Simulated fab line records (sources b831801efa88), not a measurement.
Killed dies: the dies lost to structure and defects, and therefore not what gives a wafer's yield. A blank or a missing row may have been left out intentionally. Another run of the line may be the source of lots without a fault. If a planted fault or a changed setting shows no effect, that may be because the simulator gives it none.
fab line records	flow sfq_line
record lots=6	wafers=16	last_day=94
route steps=325 shown M0@32 I0@43
lots with no fault: from the same line, run without faults
start_h: hours from the record's opening day to when the first of the lot's shown wafers began	wait_h: time in hours since the lot's previous step	" as in the row above	L1.1+2: one row covering several wafers at once	- no value, or no start given	* or withheld: withheld	< > ~ a bound
route shown NAME@n: a module of which the file shows steps, and the number in the route of the first	usual: the fault-free wafers' mean and standard deviation	same: alike in all rows	chamber/n: place in a boat	sites: readings site by site	_std_site: the values' standard deviation	_edge_site: outer sites' mean less inner sites'	radius_mm: for every site, how far away it sits from the centre of the wafer	mask NAME#n: copy n	behind: tool/chamber where the wafer was last shaped	hold: why the lot was held/for how many hours/how that ended	device: the transistor (n, p or np) that didn't switch	end of line: the tests these same wafers got at the end of their route	for a step that has no rows: nothing shown but its recipe	killed: not the wafer's yield, but the dies lost to structure and defects at the first sort	map: the dies of a wafer, with x for killed, . for not killed, _ for no die there
set.NAME: setting as actually run; set.NAME@STEP: the setting as run at that earlier step	model.NAME: the simulator's own value behind a step, which no gauge read
lots seen at some steps along the route; tables by step, rows by wafer
services: a tool's chamber out of use, with start hour (start_h, from the record's first day; less than 0 if before it), hours out, and reason
## steps
# step SFQ_TRILAYER_M0_LITHO_COAT_026
# recipe resist=BARC	spin_rpm=3000	resist_thk_nm=62
# step SFQ_TRILAYER_M0_LITHO_COAT_021
# recipe resist=KrF	spin_rpm=3000	resist_thk_nm=600
# step SFQ_TRILAYER_M0_LITHO_SOFTBAKE_025
# recipe temp_c=withheld	time_s=withheld	resist=KrF
# step SFQ_TRILAYER_M0_LITHO_EXPOSE_022
# recipe mask_id=M0	na=0.6	source_shape=conventional	sigma_outer=0.65	target_cd_nm=500	dose_mj=14.4
# step SFQ_TRILAYER_M0_LITHO_PEB_024
# recipe peb_temp_c=115	peb_time_s=60	resist=KrF
# step SFQ_TRILAYER_M0_LITHO_DEVELOP_023
# recipe time_s=60	resist=KrF
# step SFQ_M0_OVL_MEAS_906
# usual M0_OVL=3/5.5
lot.wafer	tool	chamber	start_h	wait_h	M0_OVL[nm]
L541.2	overlay-01	-	152.15	0.1	9
L541.3	"	-	"	"	10
L541.4	"	-	"	"	8
L543.1	overlay-01	-	167.74	0.1	3
L543.2	"	-	"	"	2
L543.5	"	-	"	"	3
L559.3	overlay-01	-	259.53	0.1	2
L559.4	"	-	"	"	4
L560.1	overlay-02	-	268.82	0.1	1
L560.6	"	-	"	"	7
L562.1	overlay-02	-	281.94	0.1	14
L562.3	"	-	"	"	9
L562.5	"	-	"	"	14
L564.3	overlay-01	-	292.76	0.1	6
L564.5	"	-	"	"	8
L564.6	"	-	"	"	6
# step SFQ_TRILAYER_M0_BARC_OPEN_METAL_ETCH_031
# recipe mask_material=PR	chemistry=O2	target_depth_nm=125	target=BARC	icp_w=600	bias_w=80	pressure_mtorr=10	time_s=41.7
# usual bias_w=79.97/0.22	drypump_motor_current_A=5.7/0.53	oes_product_au=0.685/0.0049
lot.wafer	tool	chamber	start_h	wait_h	bias_w	drypump_motor_current_A	oes_product_au	rf_hours_counter_h
L541.2	rie_metal-04	0	152.18	0.0	79.76	6.1	0.692	151
L541.3	"	1	"	"	79.87	5.7	0.681	-
L541.4	"	0	"	"	80.03	6.2	0.688	-
L543.1	rie_metal-01	0	167.78	0.0	80.05	5.0	0.688	85
L543.2	"	1	"	"	80.32	5.6	0.687	192
L543.5	"	0	"	"	80.43	5.0	0.685	-
L559.3	rie_metal-01	1	259.57	0.0	80.31	5.6	0.687	-
L559.4	"	0	"	"	79.95	5.0	0.680	-
L560.1	rie_metal-03	0	268.85	0.0	79.57	5.0	0.680	31
L560.6	"	1	"	"	80.01	6.5	0.681	-
L562.1	rie_metal-04	1	281.98	0.0	79.78	5.7	0.678	81
L562.3	"	0	"	"	79.85	6.2	0.689	-
L562.5	"	0	"	"	79.84	6.1	0.685	-
L564.3	rie_metal-01	1	292.80	0.0	79.78	5.6	0.687	-
L564.5	"	0	"	"	80.11	4.9	0.695	-
L564.6	"	1	"	"	80.02	5.6	0.677	-
# step SFQ_TRILAYER_M0_ETCH_METAL_ETCH_024
# recipe target=Nb	stop_on=SiO2	mask_material=PR	chemistry=Cl2/Ar	target_depth_nm=240	icp_w=600	bias_w=80	pressure_mtorr=10	time_s=120
# usual bias_w=80.03/0.25	drypump_motor_current_A=5.7/0.53	oes_product_au=0.896/0.0069
lot.wafer	tool	chamber	start_h	wait_h	bias_w	drypump_motor_current_A	oes_product_au	rf_hours_counter_h
L541.2	rie_metal-04	0	152.24	0.0	80.11	6.1	0.899	151
L541.3	"	1	"	"	80.30	5.7	0.887	-
L541.4	"	0	"	"	79.89	6.2	0.904	-
L543.1	rie_metal-01	0	167.84	0.0	80.14	5.0	0.901	85
L543.2	"	1	"	"	80.09	5.6	0.888	192
L543.5	"	0	"	"	80.25	5.0	0.897	-
L559.3	rie_metal-01	1	259.65	0.1	79.96	5.6	0.883	-
L559.4	"	0	"	"	79.77	5.0	0.887	-
L560.1	rie_metal-03	0	268.91	0.0	79.97	5.1	0.905	31
L560.6	"	1	"	"	79.91	6.5	0.892	-
L562.1	rie_metal-04	1	282.04	0.0	80.21	5.7	0.895	81
L562.3	"	0	"	"	79.96	6.2	0.887	-
L562.5	"	0	"	"	79.91	6.2	0.909	-
L564.3	rie_metal-01	1	292.88	0.1	79.55	5.6	0.891	-
L564.5	"	0	"	"	79.88	5.0	0.902	-
L564.6	"	1	"	"	79.75	5.6	0.902	-
# step SFQ_TRILAYER_M0_STRIP_STRIP_025
# recipe gas=O2	power_w=200	platen_temp_c=40	overash_fraction=0.65	chemistry=O2	pressure_mtorr=50
# usual drypump_motor_current_A=5.7/0.53	oes_product_au=1.006/0.012
# same overash_fraction=0.65
lot.wafer	tool	chamber	start_h	wait_h	drypump_motor_current_A	oes_product_au	rf_hours_counter_h
L541.2	rie_metal-04	0	152.36	0.1	6.2	1.004	151
L541.3	"	1	"	"	5.7	1.024	-
L541.4	"	0	"	"	6.2	1.015	-
L543.1	rie_metal-01	0	167.96	0.1	5.0	0.996	85
L543.2	"	1	"	"	5.6	0.998	192
L543.5	"	0	"	"	5.0	0.992	-
L559.3	rie_metal-01	1	259.94	0.2	5.6	0.984	-
L559.4	"	0	"	"	5.0	0.996	-
L560.1	rie_metal-03	0	269.04	0.1	5.1	1.010	31
L560.6	"	1	"	"	6.6	1.006	-
L562.1	rie_metal-04	1	282.16	0.1	5.7	1.024	81
L562.3	"	0	"	"	6.2	1.007	-
L562.5	"	0	"	"	6.2	1.004	-
L564.3	rie_metal-01	1	293.16	0.2	5.6	0.998	-
L564.5	"	0	"	"	5.0	1.005	-
L564.6	"	1	"	"	5.6	0.984	-
# step SFQ_TRILAYER_M0_STRIP_SOLV_CLEAN_026
# recipe chemistry=NMP	temp_c=70	time_s=600
# step SFQ_TRILAYER_I0_DEP_PECVD_027
# recipe material=SiO2	temp_c=150	time_s=111.11	pressure_torr=2.4	rf_w=183.3	precursor=SiH4/N2O	target_thk_nm=500
# usual heater_power_w=86/18	run_length_s=138.8/0.65	throttle_valve_pct=25.2/1.7
lot.wafer	tool	chamber	start_h	wait_h	heater_power_w	run_length_s	throttle_valve_pct	model.SiO2_of_TRILAYER_I0_DEP_PECVD_027.thk_nm
L541.2	pecvd-04	2	153.14	0.0	103	138.4	23.5	491.7
L541.3	"	0	"	"	71	138.4	26.1	494.6
L541.4	"	2	"	"	109	139.2	23.7	501.4
L543.1	pecvd-02	0	168.91	0.0	105	139.6	26.7	493.3
L543.2	"	1	"	"	100	138.6	26.0	502.1
L543.5	"	1	"	"	102	139.0	25.7	500.4
L559.3	pecvd-04	0	260.51	0.0	69	154.4	26.7	568
L559.4	"	2	"	"	109	138.7	23.3	494.9
L560.1	pecvd-04	2	269.81	0.0	115	138.0	23.6	493.6
L560.6	"	2	"	"	115	153.6	23.7	571.1
L562.1	pecvd-01	2	282.94	0.0	74	139.0	23.0	493.3
L562.3	"	1	"	"	75	138.9	23.4	502.2
L562.5	"	0	"	"	71	139.5	21.7	498.7
L564.3	pecvd-02	1	293.78	0.0	96	138.9	25.4	504.4
L564.5	"	1	"	"	97	139.0	25.7	507.3
L564.6	"	0	"	"	109	140.1	26.6	500.9
# step SFQ_TRILAYER_I0_CMP_CMP_028
# recipe material=SiO2	down_force_psi=3	platen_rpm=60	pad_velocity_m_s=0.94248
# usual motor_current_A=10.0/0.75	time_to_endpoint_s=208/8.8
lot.wafer	tool	chamber	start_h	wait_h	motor_current_A	time_to_endpoint_s
L541.3	cmp-01	0	153.92	0.7	11.2	217
L541.2	"	1	"	"	10.6	200
L541.4	"	3	155.42	2.2	9.3	206
L543.2	cmp-02	3	178.65	9.7	10.3	209
L543.1	"	1	179.65	10.7	9.1	202
L543.5	"	3	180.65	11.7	10.6	208
L559.4	cmp-01	0	266.55	6.0	11.4	216
L559.3	"	1	"	"	10.2	256
L560.1	cmp-02	3	270.89	1.0	10.6	205
L560.6	"	1	271.89	2.0	9.4	263
L562.1	cmp-02	0	284.02	1.0	10.6	191
L562.3	"	1	"	"	9.2	211
L562.5	"	3	285.52	2.5	10.8	205
L564.3	cmp-02	0	297.58	3.8	10.8	200
L564.6	"	1	"	"	9.9	204
L564.5	"	2	"	"	8.9	215
# step SFQ_I0_BOW_MEAS_907
# recipe mode=bow
# usual I0_BOW=1/7.4
lot.wafer	tool	chamber	start_h	wait_h	I0_BOW[um]
L541.2	film_metro-03	-	156.94	2.0	6
L541.3	"	-	"	"	12
L541.4	"	-	"	"	0
L543.1	film_metro-03	-	181.15	1.0	-6
L543.2	"	-	"	"	9
L543.5	"	-	"	"	3
L559.3	film_metro-03	-	269.09	1.5	5
L559.4	"	-	"	"	-12
L560.1	film_metro-04	-	272.99	1.6	0
L560.6	"	-	"	"	15
L562.1	film_metro-03	-	286.02	1.5	-17
L562.3	"	-	"	"	-4
L562.5	"	-	"	"	9
L564.3	film_metro-04	-	299.12	1.0	1
L564.5	"	-	"	"	-1
L564.6	"	-	"	"	-4
## services
tool	chamber	start_h	hours	kind
cmp-02	-	129.24	1.4	repair
rie_metal-04	1	129.40	4.3	repair
pecvd-02	-	145.97	3.6	repair
cmp-01	-	147.34	1.6	repair
rie_metal-01	-	148.47	16.1	repair
cmp-02	-	154.15	7.8	repair
cmp-02	-	164.97	7.2	pm
pecvd-04	-	170.78	1.1	repair
pecvd-04	1	182.53	18.8	repair
pecvd-04	0	183.83	11.9	repair
pecvd-04	2	188.75	2.6	repair
pecvd-01	-	194.25	14.0	pm
pecvd-01	0	194.25	14.0	vent_cycle
pecvd-01	1	194.25	14.0	vent_cycle
rie_metal-01	1	199.97	-	clean
rie_metal-01	1	199.97	25.7	scheduled_down
rie_metal-01	1	199.97	25.7	vent_cycle
cmp-01	-	229.04	1.0	repair
cmp-01	-	231.92	7.1	pm
cmp-02	-	235.15	4.0	pm
cmp-02	-	239.15	-	consumable_replace:conditioner
cmp-02	-	239.15	-	consumable_replace:pad
rie_metal-04	1	289.96	2.2	repair
pecvd-02	2	291.40	5.8	repair
## key
first_sign step=SFQ_TRILAYER_I0_DEP_PECVD_027	reading=run_length_s	direction=up	sigmas=23	usual=*	struck=*
effect step=SFQ_TRILAYER_I0_CMP_CMP_028	reading=time_to_endpoint_s	direction=up	sigmas=5.8	usual=*	struck=*
model_effect step=SFQ_TRILAYER_I0_DEP_PECVD_027	value=SiO2_of_TRILAYER_I0_DEP_PECVD_027.thk_nm	without=499.4	struck=569.6
met_at SFQ_TRILAYER_I0_DEP_PECVD_027
struck_wafers L559.3,L560.6
onset_between 153.14 260.51
fault kind=process_parameter_drift	tool=pecvd-04	chamber=-	onset_h=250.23	steps=SFQ_TRILAYER_I0_DEP_PECVD_027	channel=time_s	offset=*	shape=step	end_h=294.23	scope=struck_wafers_only	acts_in=*	stated=*
